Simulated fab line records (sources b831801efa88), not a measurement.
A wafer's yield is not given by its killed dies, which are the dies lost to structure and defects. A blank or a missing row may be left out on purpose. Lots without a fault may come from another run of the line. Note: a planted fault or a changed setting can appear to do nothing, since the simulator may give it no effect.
Which of the tools did it? | flow gf180mcu | 42 wafers from 14 lots sampled at 4 of the route's 602 steps

== WHAT THE GAUGES SHOWED, per wafer ==
The record lacks any reading of a measuring or inspecting step that a usual standard deviation could be used to judge.

== WHAT TOOL EACH LOT RAN ON (gives the tool, then ch and the chambers of the sampled wafers, and finally the start) ==
lot  | GF_M1_METAL_ETCH_16               | GF_V1_CMP_04                  | GF_V1_EXPOSE_11                   | GF_V1_SPUTTER_22
L588 | rie metal-04 ch 0,1, day 18 13:07 | cmp-02 ch 0,1, day 18 13:59   | krf scanner-02, day 19 02:21      | pvd sputter-03, day 19 15:35
L589 | rie metal-03 ch 0,1, day 18 23:20 | cmp-01 ch 2,3, day 19 00:18   | krf scanner-01, day 19 12:50      | pvd sputter-03, day 20 02:26
L594 | rie metal-03 ch 0,1, day 21 00:40 | cmp-02 ch 1,2, day 21 01:35   | krf scanner-01 ch 0, day 21 13:36 | pvd sputter-03, day 22 01:55
L596 | rie metal-03 ch 0, day 21 15:46   | cmp-02 ch 0,1,2, day 21 16:42 | krf scanner-02 ch 0, day 22 05:20 | pvd sputter-02, day 22 17:18
L597 | rie metal-03 ch 0,1, day 22 00:38 | cmp-02 ch 1,2,3, day 22 01:35 | krf scanner-01 ch 0, day 22 13:29 | pvd sputter-03, day 23 02:20
L598 | rie metal-02 ch 0, day 22 09:14   | cmp-02 ch 1,2, day 22 10:19   | krf scanner-02 ch 0, day 22 22:23 | pvd sputter-03, day 23 10:22
L599 | rie metal-03 ch 0,1, day 22 18:19 | cmp-01 ch 0,1,2, day 22 19:21 | krf scanner-02 ch 0, day 23 07:13 | pvd sputter-03, day 23 19:00
L600 | rie metal-04 ch 0,1, day 23 00:01 | cmp-01 ch 1,2,3, day 23 01:03 | krf scanner-01 ch 0, day 23 12:14 | pvd sputter-03, day 24 00:21
L601 | rie metal-04 ch 0,1, day 23 08:58 | cmp-01 ch 0,1, day 23 10:12   | krf scanner-02 ch 0, day 23 21:44 | pvd sputter-03, day 24 09:51
L602 | rie metal-04 ch 1, day 23 16:47   | cmp-02 ch 0,1,2, day 23 17:42 | krf scanner-02 ch 0, day 24 05:08 | pvd sputter-01, day 24 15:20
L604 | rie metal-03 ch 0,1, day 24 04:40 | cmp-01 ch 0,1,2, day 24 05:43 | krf scanner-01 ch 0, day 24 15:38 | pvd sputter-01, day 25 02:17
L605 | rie metal-03 ch 0, day 24 11:05   | cmp-02 ch 0,1, day 24 12:07   | krf scanner-02 ch 0, day 24 22:56 | pvd sputter-01, day 25 10:50
L606 | rie metal-04 ch 0,1, day 24 21:58 | cmp-01 ch 0,2,3, day 24 22:56 | krf scanner-01 ch 0, day 25 10:32 | pvd sputter-02, day 25 21:06
L607 | rie metal-04 ch 1, day 25 08:16   | cmp-01 ch 0,2,3, day 25 09:23 | krf scanner-02 ch 0, day 25 19:43 | pvd sputter-02, day 26 07:29
- GF_M1_METAL_ETCH_16: etches the open film in Cl2/BCl3, stops on SiO2, target depth 750.8 nm, time 125.1 s.
- GF_V1_CMP_04: polishes SiO2.
- GF_V1_EXPOSE_11: exposes mask Via1, target cd 260 nm.
- GF_V1_SPUTTER_22: material TiN, target thk 10 nm, time 40 s.

== AS READ BY THE TOOLS THEMSELVES (means over the sampled wafers that have a number; for cases with no such wafer, the mark the record gives instead) ==
GF_M1_METAL_ETCH_16. Usual: drypump motor current A 5.9 A, standard deviation 0.65; oes product au 0.992 a.u., standard deviation 0.0049; rf fwd power W 796.3 W, standard deviation 2.5; throttle valve pct 28.226 %, standard deviation 0.009.
lot  | tool         | drypump motor current A (A) | oes product au (a.u.) | rf fwd power W (W) | throttle valve pct (%) | flag
L588 | rie metal-04 | 5.2                         | 0.991                 | 797.4              | 28.219                 |
L589 | rie metal-03 | 6.4                         | 0.991                 | 793.8              | 28.226                 |
L594 | rie metal-03 | 6.0                         | 0.991                 | 797.0              | 28.230                 |
L596 | rie metal-03 | 6.7                         | 0.990                 | 798.9              | 28.221                 |
L597 | rie metal-03 | 6.0                         | 0.992                 | 796.7              | 28.225                 |
L598 | rie metal-02 | 6.4                         | 0.990                 | 796.1              | 28.233                 |
L599 | rie metal-03 | 6.0                         | 0.988                 | 796.6              | 28.230                 |
L600 | rie metal-04 | 5.2                         | 0.996                 | 793.5              | 28.230                 |
L601 | rie metal-04 | 5.2                         | 0.995                 | 797.5              | 28.228                 |
L602 | rie metal-04 | 6.0                         | 0.997                 | 797.5              | 28.230                 |
L604 | rie metal-03 | 6.0                         | 0.989                 | 797.5              | 28.218                 |
L605 | rie metal-03 | 6.7                         | 0.992                 | 797.5              | 28.221                 |
L606 | rie metal-04 | 5.6                         | 0.992                 | 797.0              | 28.230                 |
L607 | rie metal-04 | 6.0                         | 0.994                 | 798.0              | 28.228                 |

GF_V1_CMP_04. Usual: motor current A 12.8 A, standard deviation 1.1; slurry flow ml min 150.1, standard deviation 0.46; time to endpoint s 78 s, standard deviation 5.1.
lot  | tool   | motor current A (A) | slurry flow ml min | time to endpoint s (s) | flag
L588 | cmp-02 | 12.6                | 149.9              | 76                     |
L589 | cmp-01 | 13.4                | 150.2              | 75                     |
L594 | cmp-02 | 13.9                | 150.0              | 84                     |
L596 | cmp-02 | 13.6                | 150.6              | 77                     |
L597 | cmp-02 | 13.7                | 150.6              | 80                     |
L598 | cmp-02 | 13.6                | 150.2              | 83                     |
L599 | cmp-01 | 12.1                | 150.2              | 76                     |
L600 | cmp-01 | 12.7                | 149.8              | 74                     |
L601 | cmp-01 | 11.3                | 150.2              | 73                     |
L602 | cmp-02 | 13.1                | 150.5              | 79                     |
L604 | cmp-01 | 12.2                | 149.7              | 74                     |
L605 | cmp-02 | 13.5                | 149.8              | 82                     |
L606 | cmp-01 | 12.5                | 149.9              | 72                     |
L607 | cmp-01 | 13.2                | 149.9              | 76                     |

GF_V1_EXPOSE_11. Usual: exposure dose mJ cm2 38.10, standard deviation 0.2; focus offset nm -0.1 nm, standard deviation 0.42.
lot  | tool           | exposure dose mJ cm2 | focus offset nm (nm) | flag
L588 | krf scanner-02 | -                    | -                    | OFF
L589 | krf scanner-01 | -                    | -                    | OFF
L594 | krf scanner-01 | 38.32                | 0.5                  |
L596 | krf scanner-02 | 37.91                | -0.6                 |
L597 | krf scanner-01 | 38.38                | -0.4                 |
L598 | krf scanner-02 | 38.00                | 0.5                  |
L599 | krf scanner-02 | 37.94                | 0.4                  |
L600 | krf scanner-01 | 38.37                | 0.0                  |
L601 | krf scanner-02 | 37.92                | 0.0                  |
L602 | krf scanner-02 | 37.93                | -0.2                 |
L604 | krf scanner-01 | 38.32                | -0.2                 |
L605 | krf scanner-02 | 37.97                | 0.3                  |
L606 | krf scanner-01 | 38.31                | -0.0                 |
L607 | krf scanner-02 | 37.99                | -0.5                 |

GF_V1_SPUTTER_22. Usual: 29.6 % for throttle valve pct, sd 1.2.
lot  | tool           | throttle valve pct (%) | flag
L588 | pvd sputter-03 | 30.2                   |
L589 | pvd sputter-03 | 30.3                   |
L594 | pvd sputter-03 | 30.1                   |
L596 | pvd sputter-02 | 29.6                   |
L597 | pvd sputter-03 | 30.1                   |
L598 | pvd sputter-03 | 30.2                   |
L599 | pvd sputter-03 | 30.0                   |
L600 | pvd sputter-03 | 30.1                   |
L601 | pvd sputter-03 | 30.2                   |
L602 | pvd sputter-01 | 29.7                   |
L604 | pvd sputter-01 | 28.9                   |
L605 | pvd sputter-01 | 29.8                   |
L606 | pvd sputter-02 | 28.5                   |
L607 | pvd sputter-02 | 28.1                   |

== THE ANSWER, worked out from the rows above alone ==
Rule: a lot is off if the mean of its wafers that have a number lies more than 3 standard deviations from the usual mean. Also off: a lot with no number at a reading for which 4 or more lots have one. Where the step has rows for the other lots, those lots are counted as sound. The gauges are gone through in route order, then the tools' own readings, and for those a lot's mean is taken as printed above. The first step at which some lot is off is used, and at that step the reading that is off furthest; a lot without a number counts as furthest.
Off: L588, L589, at GF_V1_EXPOSE_11 (exposure dose mJ cm2). Without a number there: L588, L589.
If a tool, at that step or one of the process steps before it, ran each lot that is off and ran no sound lot following the first of them, it fits. Of those tried, none fits.

== WHAT THE SIMULATOR PUT IN ==
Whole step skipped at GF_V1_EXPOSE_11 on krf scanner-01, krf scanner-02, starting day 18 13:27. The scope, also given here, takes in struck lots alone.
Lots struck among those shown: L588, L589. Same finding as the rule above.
